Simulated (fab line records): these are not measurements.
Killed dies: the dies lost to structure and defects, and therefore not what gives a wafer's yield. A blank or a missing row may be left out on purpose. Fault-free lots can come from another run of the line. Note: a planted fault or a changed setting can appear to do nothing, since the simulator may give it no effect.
Which tool did it? :: flow sky130 :: 13 lots, 39 wafers sampled, at 5 steps of a route of 708

WHAT EACH GAUGE READ, for each wafer
SKY_NWELL_RS_MEAS_29: measurement is done with a four-point probe. Usual: NWELL_RS 624.4 ohm/sq, standard deviation 1.7.
lot: L581
measured: day 5 09:47
on: film metro-02
NWELL_RS (ohm/sq): 625.7 627.2 627.0
flag: 

lot: L583
measured: day 5 20:39
on: film metro-03
NWELL_RS (ohm/sq): 623.2 623.5 624.4
flag: 

lot: L584
measured: day 6 03:05
on: film metro-04
NWELL_RS (ohm/sq): 626.8 626.4 625.9
flag: 

lot: L585
measured: day 6 07:43
on: film metro-02
NWELL_RS (ohm/sq): 625.5 627.7 625.9
flag: 

lot: L586
measured: day 6 21:58
on: film metro-04
NWELL_RS (ohm/sq): 623.8 622.4 624.2
flag: 

lot: L590
measured: day 7 17:37
on: film metro-02
NWELL_RS (ohm/sq): 623.8 623.5 624.4
flag: 

lot: L592
measured: day 8 08:59
on: film metro-04
NWELL_RS (ohm/sq): 627.8 623.9 624.2
flag: 

lot: L593
measured: day 8 09:50
on: film metro-03
NWELL_RS (ohm/sq): 625.6 623.8 623.0
flag: 

lot: L594
measured: day 8 16:11
on: film metro-03
NWELL_RS (ohm/sq): 620.1 623.2 622.5
flag: 

lot: L596
measured: day 9 01:40
on: film metro-02
NWELL_RS (ohm/sq): 625.4 625.2 624.2
flag: 

lot: L599
measured: day 10 01:09
on: film metro-02
NWELL_RS (ohm/sq): 626.0 624.0 621.3
flag: 

lot: L600
measured: day 10 05:16
on: film metro-02
NWELL_RS (ohm/sq): 626.0 625.0 624.5
flag: 

lot: L604
measured: day 11 05:07
on: film metro-02
NWELL_RS (ohm/sq): 623.8 624.7 624.5
flag: 

SKY_VT_ADJUST_LVTN_TW_MEAS_21. Usual: VT_ADJUST_LVTN_2_TW 187.9, standard deviation 2.2.
lot: L581
measured: day 7 20:32
on: film metro-02
VT_ADJUST_LVTN_2_TW: 185.8 186.2 185.4
flag: 

lot: L583
measured: day 8 08:36
on: film metro-01
VT_ADJUST_LVTN_2_TW: 190.2 190.4 190.6
flag: 

lot: L584
measured: day 8 16:16
on: film metro-02
VT_ADJUST_LVTN_2_TW: 186.4 184.4 186.5
flag: 

lot: L585
measured: day 8 20:13
on: film metro-01
VT_ADJUST_LVTN_2_TW: 189.9 190.2 190.4
flag: 

lot: L586
measured: day 9 11:26
on: film metro-01
VT_ADJUST_LVTN_2_TW: 189.5 190.2 189.6
flag: 

lot: L590
measured: day 10 10:08
on: film metro-02
VT_ADJUST_LVTN_2_TW: 187.7 187.7 187.4
flag: 

lot: L592
measured: day 11 03:49
on: film metro-02
VT_ADJUST_LVTN_2_TW: 224.3 225.3 224.4 224.7 225.2 225.9
flag: OFF

lot: L593
measured: day 11 03:49
on: film metro-04
VT_ADJUST_LVTN_2_TW: 188.2 187.9 188.7
flag: 

lot: L594
measured: day 11 11:38
on: film metro-02
VT_ADJUST_LVTN_2_TW: 224.7 226.4 224.5 225.2 226.3 226.5
flag: OFF

lot: L596
measured: day 11 22:26
on: film metro-04
VT_ADJUST_LVTN_2_TW: 189.1 188.8 189.0
flag: 

lot: L599
measured: day 13 00:02
on: film metro-01
VT_ADJUST_LVTN_2_TW: 232.3 232.8 232.4 232.5 232.3 232.9
flag: OFF

lot: L600
measured: day 13 05:32
on: film metro-02
VT_ADJUST_LVTN_2_TW: 187.3 186.5 185.6
flag: 

lot: L604
measured: day 14 07:42
on: film metro-01
VT_ADJUST_LVTN_2_TW: 190.2 190.0 190.8
flag: 

SKY_VT_ADJUST_HVTR_OVL_MEAS_08. Usual: VT_ADJUST_HVTR_OVL 0.1 nm, standard deviation 1.6.
lot: L581
measured: day 9 14:49
on: overlay-01
VT_ADJUST_HVTR_OVL (nm): -0.7 -0.8 -2.3
flag: 

lot: L583
measured: day 10 03:32
on: overlay-02
VT_ADJUST_HVTR_OVL (nm): 2.2 1.5 -1.1
flag: 

lot: L584
measured: day 10 10:56
on: overlay-02
VT_ADJUST_HVTR_OVL (nm): 0.5 1.3 -0.3
flag: 

lot: L585
measured: day 10 16:05
on: overlay-02
VT_ADJUST_HVTR_OVL (nm): 1.1 0.9 -0.1
flag: 

lot: L586
measured: day 11 08:42
on: overlay-02
VT_ADJUST_HVTR_OVL (nm): 1.7 0.7 1.2
flag: 

lot: L590
measured: day 12 08:36
on: overlay-02
VT_ADJUST_HVTR_OVL (nm): -1.9 -2.3 -2.2
flag: 

lot: L592
measured: day 13 03:12
on: overlay-02
VT_ADJUST_HVTR_OVL (nm): 1.4 2.8 0.7
flag: 

lot: L593
measured: day 13 04:24
on: overlay-02
VT_ADJUST_HVTR_OVL (nm): -0.2 -0.2 -1.0
flag: 

lot: L594
measured: day 13 11:38
on: overlay-02
VT_ADJUST_HVTR_OVL (nm): 3.0 1.6 2.6
flag: 

lot: L596
measured: day 13 23:37
on: overlay-01
VT_ADJUST_HVTR_OVL (nm): -2.2 0.4 -1.3
flag: 

lot: L599
measured: day 15 03:38
on: overlay-01
VT_ADJUST_HVTR_OVL (nm): -2.0 -0.6 0.1
flag: 

lot: L600
measured: day 15 10:24
on: overlay-02
VT_ADJUST_HVTR_OVL (nm): 1.9 2.5 3.2
flag: 

lot: L604
measured: day 16 14:24
on: overlay-02
VT_ADJUST_HVTR_OVL (nm): 2.2 2.7 0.8
flag: 

WHAT TOOL EACH LOT RAN ON (gives the tool, then ch and the chambers of the sampled wafers, and finally the start)
lot: L581
SKY_FIELD_ISO_CMP_27: cmp-02 ch 0,1,3, day 2 12:43
SKY_VT_ADJUST_LVTN_IMPLANT_19: implanter-01 ch 0, day 7 20:17

lot: L583
SKY_FIELD_ISO_CMP_27: cmp-02 ch 0,1,2, day 2 21:42
SKY_VT_ADJUST_LVTN_IMPLANT_19: implanter-03 ch 0, day 8 08:22

lot: L584
SKY_FIELD_ISO_CMP_27: cmp-01 ch 0,1,3, day 3 02:55
SKY_VT_ADJUST_LVTN_IMPLANT_19: implanter-04 ch 0, day 8 16:01

lot: L585
SKY_FIELD_ISO_CMP_27: cmp-02 ch 0,1,3, day 3 08:08
SKY_VT_ADJUST_LVTN_IMPLANT_19: implanter-03 ch 0, day 8 19:58

lot: L586
SKY_FIELD_ISO_CMP_27: cmp-02 ch 0,3, day 3 18:02
SKY_VT_ADJUST_LVTN_IMPLANT_19: implanter-01 ch 0, day 9 11:11

lot: L590
SKY_FIELD_ISO_CMP_27: cmp-01 ch 2,3, day 4 09:29
SKY_VT_ADJUST_LVTN_IMPLANT_19: implanter-04 ch 0, day 10 09:53

lot: L592
SKY_FIELD_ISO_CMP_27: cmp-02 ch 0,2,3, day 5 00:26
SKY_VT_ADJUST_LVTN_IMPLANT_19: implanter-03 ch 0, day 11 03:15

lot: L593
SKY_FIELD_ISO_CMP_27: cmp-01 ch 0,2,3, day 5 01:03
SKY_VT_ADJUST_LVTN_IMPLANT_19: implanter-01 ch 0, day 11 03:36

lot: L594
SKY_FIELD_ISO_CMP_27: cmp-01 ch 0,2,3, day 5 05:44
SKY_VT_ADJUST_LVTN_IMPLANT_19: implanter-04 ch 0, day 11 11:04

lot: L596
SKY_FIELD_ISO_CMP_27: cmp-01 ch 2,3, day 5 15:31
SKY_VT_ADJUST_LVTN_IMPLANT_19: implanter-04 ch 0, day 11 22:11

lot: L599
SKY_FIELD_ISO_CMP_27: cmp-02 ch 0,1,2, day 6 09:58
SKY_VT_ADJUST_LVTN_IMPLANT_19: implanter-01 ch 0, day 12 23:29

lot: L600
SKY_FIELD_ISO_CMP_27: cmp-01 ch 1,2,3, day 6 15:55
SKY_VT_ADJUST_LVTN_IMPLANT_19: implanter-01 ch 0, day 13 05:20

lot: L604
SKY_FIELD_ISO_CMP_27: cmp-01 ch 0,3, day 7 10:15
SKY_VT_ADJUST_LVTN_IMPLANT_19: implanter-04 ch 0, day 14 07:27
- SKY_FIELD_ISO_CMP_27: polishes, stops on Si3N4, t overpolish 16 s, target thk 457.8 nm.
- SKY_VT_ADJUST_LVTN_IMPLANT_19

WHAT THE TOOLS THEMSELVES READ (means of the sampled wafers that have a number; where no wafer has one, the mark that the record gives instead)
SKY_FIELD_ISO_CMP_27. Usual: edge zone pressure frac 1.001, standard deviation 0.005; motor current A 11.7 A, standard deviation 1.2; overpolish run s 16.002 s, standard deviation 0.0093; retaining ring pressure frac 1.000, standard deviation 0.005; time to endpoint s 115 s, standard deviation 3.9.
lot: L581
tool: cmp-02
edge zone pressure frac: 1.006
motor current A (A): 11.3
overpolish run s (s): 16.000
retaining ring pressure frac: 0.993
time to endpoint s (s): 114
flag: 

lot: L583
tool: cmp-02
edge zone pressure frac: 1.002
motor current A (A): 11.2
overpolish run s (s): 16.009
retaining ring pressure frac: 1.003
time to endpoint s (s): 111
flag: 

lot: L584
tool: cmp-01
edge zone pressure frac: 1.007
motor current A (A): 12.1
overpolish run s (s): 16.002
retaining ring pressure frac: 1.008
time to endpoint s (s): 115
flag: 

lot: L585
tool: cmp-02
edge zone pressure frac: 1.002
motor current A (A): 10.9
overpolish run s (s): 15.997
retaining ring pressure frac: 1.001
time to endpoint s (s): 114
flag: 

lot: L586
tool: cmp-02
edge zone pressure frac: 1.000
motor current A (A): 10.8
overpolish run s (s): 15.998
retaining ring pressure frac: 1.002
time to endpoint s (s): 110
flag: 

lot: L590
tool: cmp-01
edge zone pressure frac: 1.003
motor current A (A): 12.0
overpolish run s (s): 16.004
retaining ring pressure frac: 1.006
time to endpoint s (s): 117
flag: 

lot: L592
tool: cmp-02
edge zone pressure frac: 0.998
motor current A (A): 12.0
overpolish run s (s): 16.000
retaining ring pressure frac: 0.999
time to endpoint s (s): 115
flag: 

lot: L593
tool: cmp-01
edge zone pressure frac: 1.004
motor current A (A): 11.9
overpolish run s (s): 15.996
retaining ring pressure frac: 1.002
time to endpoint s (s): 113
flag: 

lot: L594
tool: cmp-01
edge zone pressure frac: 1.002
motor current A (A): 11.7
overpolish run s (s): 15.995
retaining ring pressure frac: 0.992
time to endpoint s (s): 109
flag: 

lot: L596
tool: cmp-01
edge zone pressure frac: 1.000
motor current A (A): 12.8
overpolish run s (s): 16.002
retaining ring pressure frac: 1.002
time to endpoint s (s): 117
flag: 

lot: L599
tool: cmp-02
edge zone pressure frac: 1.000
motor current A (A): 11.8
overpolish run s (s): 16.003
retaining ring pressure frac: 1.005
time to endpoint s (s): 111
flag: 

lot: L600
tool: cmp-01
edge zone pressure frac: 1.000
motor current A (A): 12.4
overpolish run s (s): 16.005
retaining ring pressure frac: 0.998
time to endpoint s (s): 119
flag: 

lot: L604
tool: cmp-01
edge zone pressure frac: 1.000
motor current A (A): 12.8
overpolish run s (s): 16.003
retaining ring pressure frac: 0.997
time to endpoint s (s): 117
flag: 

THE ANSWER, worked out from the rows above alone
Rule: a lot counts as off when the mean over its wafers that have a number is more than 3 standard deviations away from the usual mean. Also off: a lot with no number at a reading for which 4 or more lots have one. The other lots that the step has rows for count as sound. First the gauges in route order, then the tools' own readings, where a lot's mean is used as printed above. The first step at which some lot is off is used, and at that step the reading that is off furthest; a lot without a number counts as furthest.
Off: L592, L594, L599, at SKY_VT_ADJUST_LVTN_TW_MEAS_21 (VT_ADJUST_LVTN_2_TW).
A tool fits if, at a process step before that reading, it ran every lot that is off, and no sound lot after the first of them. Those tools and the gauges at SKY_VT_ADJUST_LVTN_TW_MEAS_21 are tried in the same way. No candidate that was tried fits.

WHAT THE SIMULATOR HAD INSERTED
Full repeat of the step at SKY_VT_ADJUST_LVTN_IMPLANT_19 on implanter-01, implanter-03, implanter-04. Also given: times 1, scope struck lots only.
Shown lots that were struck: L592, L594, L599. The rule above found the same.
